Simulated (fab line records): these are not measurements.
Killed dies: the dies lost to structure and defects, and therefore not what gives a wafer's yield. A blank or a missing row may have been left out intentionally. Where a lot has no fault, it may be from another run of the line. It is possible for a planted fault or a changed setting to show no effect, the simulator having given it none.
Which of the tools did it? | flow sky130 | route of 708 steps, sampled at 1 step: 6 lots, 18 wafers

WHAT THE GAUGES READ, wafer by wafer
SKY_LDD_HVN_OVL_MEAS_07.
lot  | measured     | on         | LDD_HVN_OVL (nm)
L589 | day 20 04:54 | overlay-02 | 0.1 0.6 -0.4
L593 | day 21 21:19 | overlay-01 | -1.7 0.8 0.3
L596 | day 22 21:00 | overlay-02 | -2.7 -0.6 -0.1
L600 | day 26 17:21 | overlay-02 | 0.2 0.1 -0.1
L606 | day 27 09:18 | overlay-01 | -0.4 -1.3 -0.8
L611 | day 28 14:19 | overlay-01 | 0.0 0.1 -1.1

WHICH TOOL RAN EACH LOT (tool, then ch and the chambers of the sampled wafers, then the start)
There is no process step in the record ahead of these readings.

THE ANSWER, worked out from the rows above alone
Rule: what is usual is taken from the lots themselves. Put in order of their means at a reading, lots are off if they are a third of the lots or fewer, leave a main group of 4 or more, and stand apart from it by a gap of 3 or more times the standard deviation of the main group's means; of several such gaps the widest counts. If all means in a main group match to the digits the tables above print for the reading, that group is not used. Also off: a lot with no number at a reading for which 4 or more lots have one. Any other lot the step has rows for is counted as sound.
Nothing can be told from this: no lot is off at any reading shown.

WHAT THE SIMULATOR HAD PUT IN
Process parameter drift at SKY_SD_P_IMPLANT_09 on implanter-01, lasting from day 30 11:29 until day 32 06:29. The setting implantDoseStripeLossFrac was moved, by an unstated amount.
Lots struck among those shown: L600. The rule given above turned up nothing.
